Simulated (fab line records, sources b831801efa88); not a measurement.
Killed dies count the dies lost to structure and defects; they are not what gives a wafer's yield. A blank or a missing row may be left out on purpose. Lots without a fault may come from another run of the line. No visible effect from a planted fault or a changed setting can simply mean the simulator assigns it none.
Which of the tools did it? || flow sky130 || 11 lots with 33 wafers sampled at 7 steps, on a route of 708 steps

## WHAT THE GAUGES SHOWED, per wafer
SKY_LDD_HVP_OVL_MEAS_07. Usual: for LDD_HVP_OVL the level is -0.2 nm and the standard deviation is 1.5.
{"lot": "L391", "measured": "day 21 13:38", "on": "overlay-02", "LDD_HVP_OVL (nm)": "0.1 -0.6 0.4", "flag": ""}
{"lot": "L392", "measured": "day 21 21:19", "on": "overlay-01", "LDD_HVP_OVL (nm)": "0.4 0.1 -0.7", "flag": ""}
{"lot": "L394", "measured": "day 22 14:59", "on": "overlay-01", "LDD_HVP_OVL (nm)": "-5.0 -2.7 -4.2", "flag": ""}
{"lot": "L397", "measured": "day 24 04:17", "on": "overlay-02", "LDD_HVP_OVL (nm)": "-0.6 -0.5 -0.9", "flag": ""}
{"lot": "L403", "measured": "day 26 03:17", "on": "overlay-01", "LDD_HVP_OVL (nm)": "0.4 0.0 -0.5", "flag": ""}
{"lot": "L405", "measured": "day 26 12:42", "on": "overlay-02", "LDD_HVP_OVL (nm)": "2.4 1.2 1.9", "flag": ""}
{"lot": "L406", "measured": "day 26 21:51", "on": "overlay-02", "LDD_HVP_OVL (nm)": "1.9 -0.2 -0.7", "flag": ""}
{"lot": "L408", "measured": "day 27 15:08", "on": "overlay-01", "LDD_HVP_OVL (nm)": "-1.2 0.1 0.3", "flag": ""}
{"lot": "L410", "measured": "day 28 09:32", "on": "overlay-02", "LDD_HVP_OVL (nm)": "1.0 0.0 0.7", "flag": ""}
{"lot": "L411", "measured": "day 28 11:06", "on": "overlay-01", "LDD_HVP_OVL (nm)": "0.7 -0.4 1.8", "flag": ""}
{"lot": "L413", "measured": "day 29 14:25", "on": "overlay-02", "LDD_HVP_OVL (nm)": "-0.3 0.1 0.0", "flag": ""}

SKY_POLY_CUT_OVL_MEAS_09. Usual: for POLY_CUT_OVL the level is -1 nm and the standard deviation is 5.4.
{"lot": "L391", "measured": "day 24 04:10", "on": "overlay-01", "POLY_CUT_OVL (nm)": "-4 7 0", "flag": ""}
{"lot": "L392", "measured": "day 24 11:52", "on": "overlay-01", "POLY_CUT_OVL (nm)": "-3 4 9", "flag": ""}
{"lot": "L394", "measured": "day 25 04:40", "on": "overlay-01", "POLY_CUT_OVL (nm)": "6 8 2", "flag": ""}
{"lot": "L397", "measured": "day 26 16:37", "on": "overlay-01", "POLY_CUT_OVL (nm)": "-11 -9 -5", "flag": ""}
{"lot": "L403", "measured": "day 28 15:56", "on": "overlay-02", "POLY_CUT_OVL (nm)": "4 8 -1", "flag": ""}
{"lot": "L405", "measured": "day 29 00:40", "on": "overlay-02", "POLY_CUT_OVL (nm)": "-1 -2 -7", "flag": ""}
{"lot": "L406", "measured": "day 29 09:31", "on": "overlay-02", "POLY_CUT_OVL (nm)": "-6 0 -5", "flag": ""}
{"lot": "L408", "measured": "day 30 01:28", "on": "overlay-01", "POLY_CUT_OVL (nm)": "-6 -1 -3", "flag": ""}
{"lot": "L410", "measured": "day 31 02:49", "on": "overlay-02", "POLY_CUT_OVL (nm)": "-3 9 2", "flag": ""}
{"lot": "L411", "measured": "day 31 02:28", "on": "overlay-02", "POLY_CUT_OVL (nm)": "-10 -5 2", "flag": ""}
{"lot": "L413", "measured": "day 32 02:07", "on": "overlay-02", "POLY_CUT_OVL (nm)": "-12 8 -5", "flag": ""}

SKY_SD_P_CD_MEAS_07 targets a cd of 380 nm. Usual: cd-nm at 379.2 nm, with a standard deviation of 2.6.
{"lot": "L391", "measured": "day 25 09:37", "on": "cd-sem-02", "cd-nm (nm)": "382.3 380.8 381.1", "flag": ""}
{"lot": "L392", "measured": "day 25 17:19", "on": "cd-sem-01", "cd-nm (nm)": "380.9 379.2 383.3", "flag": ""}
{"lot": "L394", "measured": "day 26 10:04", "on": "cd-sem-01", "cd-nm (nm)": "377.3 379.9 379.2", "flag": ""}
{"lot": "L397", "measured": "day 27 21:51", "on": "cd-sem-01", "cd-nm (nm)": "- - -", "flag": "OFF"}
{"lot": "L403", "measured": "day 29 20:35", "on": "cd-sem-02", "cd-nm (nm)": "380.6 380.9 379.7", "flag": ""}
{"lot": "L405", "measured": "day 30 05:03", "on": "cd-sem-01", "cd-nm (nm)": "376.7 376.2 375.4", "flag": ""}
{"lot": "L406", "measured": "day 30 13:16", "on": "cd-sem-02", "cd-nm (nm)": "381.4 378.8 381.8", "flag": ""}
{"lot": "L408", "measured": "day 31 05:46", "on": "cd-sem-02", "cd-nm (nm)": "380.9 380.1 381.9", "flag": ""}
{"lot": "L410", "measured": "day 32 06:23", "on": "cd-sem-01", "cd-nm (nm)": "377.6 378.2 378.0", "flag": ""}
{"lot": "L411", "measured": "day 32 06:03", "on": "cd-sem-01", "cd-nm (nm)": "377.4 377.9 377.6", "flag": ""}
{"lot": "L413", "measured": "day 33 05:24", "on": "cd-sem-01", "cd-nm (nm)": "377.4 376.9 377.0", "flag": ""}

SKY_SD_P_TW_MEAS_11. Usual: for SD_P_TW the level is 2829 and the standard deviation is 32.
{"lot": "L391", "measured": "day 25 10:01", "on": "film-metro-04", "SD_P_TW": "2860 2863 2871", "flag": ""}
{"lot": "L392", "measured": "day 25 17:43", "on": "film-metro-01", "SD_P_TW": "2841 2860 2850", "flag": ""}
{"lot": "L394", "measured": "day 26 10:27", "on": "film-metro-03", "SD_P_TW": "2801 2791 2784", "flag": ""}
{"lot": "L397", "measured": "day 27 22:15", "on": "film-metro-04", "SD_P_TW": "31 30 30", "flag": "OFF"}
{"lot": "L403", "measured": "day 29 20:58", "on": "film-metro-03", "SD_P_TW": "2818 2808 2809", "flag": ""}
{"lot": "L405", "measured": "day 30 05:27", "on": "film-metro-03", "SD_P_TW": "2789 2816 2800", "flag": ""}
{"lot": "L406", "measured": "day 30 13:40", "on": "film-metro-03", "SD_P_TW": "2799 2797 2789", "flag": ""}
{"lot": "L408", "measured": "day 31 06:10", "on": "film-metro-03", "SD_P_TW": "2782 2780 2788", "flag": ""}
{"lot": "L410", "measured": "day 32 06:55", "on": "film-metro-04", "SD_P_TW": "2843 2874 2857", "flag": ""}
{"lot": "L411", "measured": "day 32 06:27", "on": "film-metro-03", "SD_P_TW": "2797 2800 2808", "flag": ""}
{"lot": "L413", "measured": "day 33 05:48", "on": "film-metro-01", "SD_P_TW": "2844 2867 2859", "flag": ""}

SKY_RES_XHIGH_TW_MEAS_09. Usual: for RES_XHIGH_TW the level is 1646 and the standard deviation is 15.
{"lot": "L391", "measured": "day 26 15:12", "on": "film-metro-04", "RES_XHIGH_TW": "1643 1652 1656", "flag": ""}
{"lot": "L392", "measured": "day 26 22:50", "on": "film-metro-03", "RES_XHIGH_TW": "1624 1633 1627", "flag": ""}
{"lot": "L394", "measured": "day 27 15:41", "on": "film-metro-01", "RES_XHIGH_TW": "1651 1650 1641", "flag": ""}
{"lot": "L397", "measured": "day 29 03:50", "on": "film-metro-03", "RES_XHIGH_TW": "2881 2878 2878", "flag": "OFF"}
{"lot": "L403", "measured": "day 31 00:02", "on": "film-metro-01", "RES_XHIGH_TW": "1652 1657 1651", "flag": ""}
{"lot": "L405", "measured": "day 31 09:10", "on": "film-metro-01", "RES_XHIGH_TW": "1664 1664 1658", "flag": ""}
{"lot": "L406", "measured": "day 31 17:50", "on": "film-metro-01", "RES_XHIGH_TW": "1649 1672 1660", "flag": ""}
{"lot": "L408", "measured": "day 32 10:14", "on": "film-metro-03", "RES_XHIGH_TW": "1625 1618 1616", "flag": ""}
{"lot": "L410", "measured": "day 33 10:25", "on": "film-metro-03", "RES_XHIGH_TW": "1612 1618 1621", "flag": ""}
{"lot": "L411", "measured": "day 33 10:04", "on": "film-metro-04", "RES_XHIGH_TW": "1667 1652 1658", "flag": ""}
{"lot": "L413", "measured": "day 34 07:54", "on": "film-metro-04", "RES_XHIGH_TW": "1649 1655 1658", "flag": ""}

## EACH LOT AND THE TOOL THAT RAN IT (in order: tool; ch and the chambers of the sampled wafers; start)
{"lot": "L391", "SKY_POLY_CUT_ETCH_10": "rie-diel-02 ch 0,3, day 24 04:11", "SKY_SD_P_EXPOSE_04": "iline-stepper-02 ch 0, day 24 19:05"}
{"lot": "L392", "SKY_POLY_CUT_ETCH_10": "rie-diel-04 ch 0,1, day 24 11:54", "SKY_SD_P_EXPOSE_04": "iline-stepper-01 ch 0, day 25 03:02"}
{"lot": "L394", "SKY_POLY_CUT_ETCH_10": "rie-diel-02 ch 2,3, day 25 04:42", "SKY_SD_P_EXPOSE_04": "iline-stepper-01 ch 0, day 25 19:26"}
{"lot": "L397", "SKY_POLY_CUT_ETCH_10": "rie-diel-01 ch 1,2, day 26 16:39", "SKY_SD_P_EXPOSE_04": "iline-stepper-02 ch 0, day 27 07:10"}
{"lot": "L403", "SKY_POLY_CUT_ETCH_10": "rie-diel-02 ch 1,2,3, day 28 15:58", "SKY_SD_P_EXPOSE_04": "iline-stepper-02 ch 0, day 29 06:43"}
{"lot": "L405", "SKY_POLY_CUT_ETCH_10": "rie-diel-02 ch 1,2,3, day 29 00:41", "SKY_SD_P_EXPOSE_04": "iline-stepper-02 ch 0, day 29 14:42"}
{"lot": "L406", "SKY_POLY_CUT_ETCH_10": "rie-diel-01 ch 0,3, day 29 09:32", "SKY_SD_P_EXPOSE_04": "iline-stepper-01 ch 0, day 30 00:01"}
{"lot": "L408", "SKY_POLY_CUT_ETCH_10": "rie-diel-04 ch 1,3, day 30 01:30", "SKY_SD_P_EXPOSE_04": "iline-stepper-02 ch 0, day 30 15:35"}
{"lot": "L410", "SKY_POLY_CUT_ETCH_10": "rie-diel-04 ch 0,3, day 31 02:50", "SKY_SD_P_EXPOSE_04": "iline-stepper-02 ch 0, day 31 17:26"}
{"lot": "L411", "SKY_POLY_CUT_ETCH_10": "rie-diel-02 ch 2,3, day 31 02:29", "SKY_SD_P_EXPOSE_04": "iline-stepper-01 ch 0, day 31 17:10"}
{"lot": "L413", "SKY_POLY_CUT_ETCH_10": "rie-diel-02 ch 0,1,2, day 32 02:08", "SKY_SD_P_EXPOSE_04": "iline-stepper-01 ch 0, day 32 15:45"}
- SKY_POLY_CUT_ETCH_10: etches BARC in N2/H2, stops on SiO2, time 45.9 s, target depth 60 nm.
- SKY_SD_P_EXPOSE_04: exposes mask PSDM, target cd 380 nm.

## WHAT THE TOOLS THEMSELVES READ (means of the sampled wafers that have a number; where no wafer has one, the mark that the record gives instead)
SKY_POLY_CUT_ETCH_10. Usual: drypump-motor-current-A 5.6 A, standard deviation 0.41; oes-product-au 0.855 a.u., standard deviation 0.004; rf-fwd-power-W 495.0 W, standard deviation 1.9; throttle-valve-pct 13.225 %, standard deviation 0.0096.
{"lot": "L391", "tool": "rie-diel-02", "drypump-motor-current-A (A)": 5.8, "oes-product-au (a.u.)": 0.856, "rf-fwd-power-W (W)": 495.6, "throttle-valve-pct (%)": 13.224, "flag": ""}
{"lot": "L392", "tool": "rie-diel-04", "drypump-motor-current-A (A)": 5.3, "oes-product-au (a.u.)": 0.854, "rf-fwd-power-W (W)": 495.9, "throttle-valve-pct (%)": 13.222, "flag": ""}
{"lot": "L394", "tool": "rie-diel-02", "drypump-motor-current-A (A)": 6.1, "oes-product-au (a.u.)": 0.857, "rf-fwd-power-W (W)": 493.8, "throttle-valve-pct (%)": 13.220, "flag": ""}
{"lot": "L397", "tool": "rie-diel-01", "drypump-motor-current-A (A)": 5.4, "oes-product-au (a.u.)": 0.854, "rf-fwd-power-W (W)": 495.1, "throttle-valve-pct (%)": 13.217, "flag": ""}
{"lot": "L403", "tool": "rie-diel-02", "drypump-motor-current-A (A)": 6.2, "oes-product-au (a.u.)": 0.857, "rf-fwd-power-W (W)": 495.1, "throttle-valve-pct (%)": 13.219, "flag": ""}
{"lot": "L405", "tool": "rie-diel-02", "drypump-motor-current-A (A)": 6.2, "oes-product-au (a.u.)": 0.857, "rf-fwd-power-W (W)": 496.1, "throttle-valve-pct (%)": 13.222, "flag": ""}
{"lot": "L406", "tool": "rie-diel-01", "drypump-motor-current-A (A)": 5.6, "oes-product-au (a.u.)": 0.854, "rf-fwd-power-W (W)": 494.8, "throttle-valve-pct (%)": 13.227, "flag": ""}
{"lot": "L408", "tool": "rie-diel-04", "drypump-motor-current-A (A)": 5.2, "oes-product-au (a.u.)": 0.855, "rf-fwd-power-W (W)": 496.5, "throttle-valve-pct (%)": 13.230, "flag": ""}
{"lot": "L410", "tool": "rie-diel-04", "drypump-motor-current-A (A)": 5.3, "oes-product-au (a.u.)": 0.855, "rf-fwd-power-W (W)": 495.6, "throttle-valve-pct (%)": 13.235, "flag": ""}
{"lot": "L411", "tool": "rie-diel-02", "drypump-motor-current-A (A)": 6.1, "oes-product-au (a.u.)": 0.856, "rf-fwd-power-W (W)": 494.5, "throttle-valve-pct (%)": 13.227, "flag": ""}
{"lot": "L413", "tool": "rie-diel-02", "drypump-motor-current-A (A)": 6.0, "oes-product-au (a.u.)": 0.858, "rf-fwd-power-W (W)": 494.8, "throttle-valve-pct (%)": 13.225, "flag": ""}

## THE ANSWER, worked out from the rows above alone
Rule: lot off if the mean of its wafers having a number is beyond 3 standard deviations from the usual mean. Also off: a lot with no number at a reading for which 4 or more lots have one. The other lots that the step has rows for count as sound. First the gauges in route order, then the tools' own readings, where a lot's mean is used as printed above. The first step at which some lot is off is used, and at that step the reading that is off furthest; a lot without a number counts as furthest.
Off, at SKY_SD_P_CD_MEAS_07 on cd-nm: L397. Without a number there: L397.
If a tool, at a process step before that reading, ran all the lots that are off and no sound lot after the first of them, it fits. The gauges at SKY_SD_P_CD_MEAS_07 aren't tried: what is off there is off at SKY_SD_P_TW_MEAS_11 too, on other tools, and a gauge's error can't cause that. No candidate that was tried fits.

## WHAT THE SIMULATOR HAD PUT IN
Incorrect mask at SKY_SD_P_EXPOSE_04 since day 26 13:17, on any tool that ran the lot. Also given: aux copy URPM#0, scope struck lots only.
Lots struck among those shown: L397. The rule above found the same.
